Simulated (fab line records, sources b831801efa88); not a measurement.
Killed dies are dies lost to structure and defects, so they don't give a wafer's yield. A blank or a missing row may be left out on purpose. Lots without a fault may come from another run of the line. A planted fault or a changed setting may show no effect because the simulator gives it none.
Chamber matching | flow gf180mcu | GF_V5_CVD_02 on pecvd-03: 3 sister chambers
The step deposits SiO2 from TEOS, target thk 1450 nm, time 163.28 s. 3 wafers are shown with their chamber, then 7 later ones without.

WAFERS WITH THEIR CHAMBER
wafer  | chamber | heater_power_w (W)
L081.5 | 0       | 571
L081.6 | 2       | 668
L088.3 | 1       | 870

WAFERS WITHOUT THEIR CHAMBER
wafer  | heater_power_w (W)
L088.5 | 749
L089.2 | 878
L089.3 | 555
L089.4 | 751
L096.1 | 652
L096.2 | 853
L096.4 | 742

WHICH CHAMBER EACH WENT THROUGH
wafer  | from the rows above          | in truth
L088.5 | can't be placed: 2 or 1 or 0 | 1
L089.2 | 1                            | 1
L089.3 | can't be placed: 0 or 2      | 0
L089.4 | can't be placed: 2 or 1 or 0 | 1
L096.1 | can't be placed: 2 or 0      | 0
L096.2 | 1                            | 1
L096.4 | can't be placed: 2 or 1 or 0 | 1
Placed correctly: 2 of 7. Can't be placed from these rows: 5 (the true chamber is among the candidates in 5). Placed wrongly: 0.
How it was worked out, from the rows above alone: a wafer's distance from a chamber is the root of the sum, over the readings, of the square of ((its reading less the chamber's mean) divided by the reading's scatter). The wafer belongs to the nearest chamber; if the next one is less than 2 further off, it can't be placed. A chamber's mean is the mean of its shown wafers. The scatter: with one shown wafer a chamber, the root of the mean of the squares of how far each hidden wafer lies from its nearest shown one.
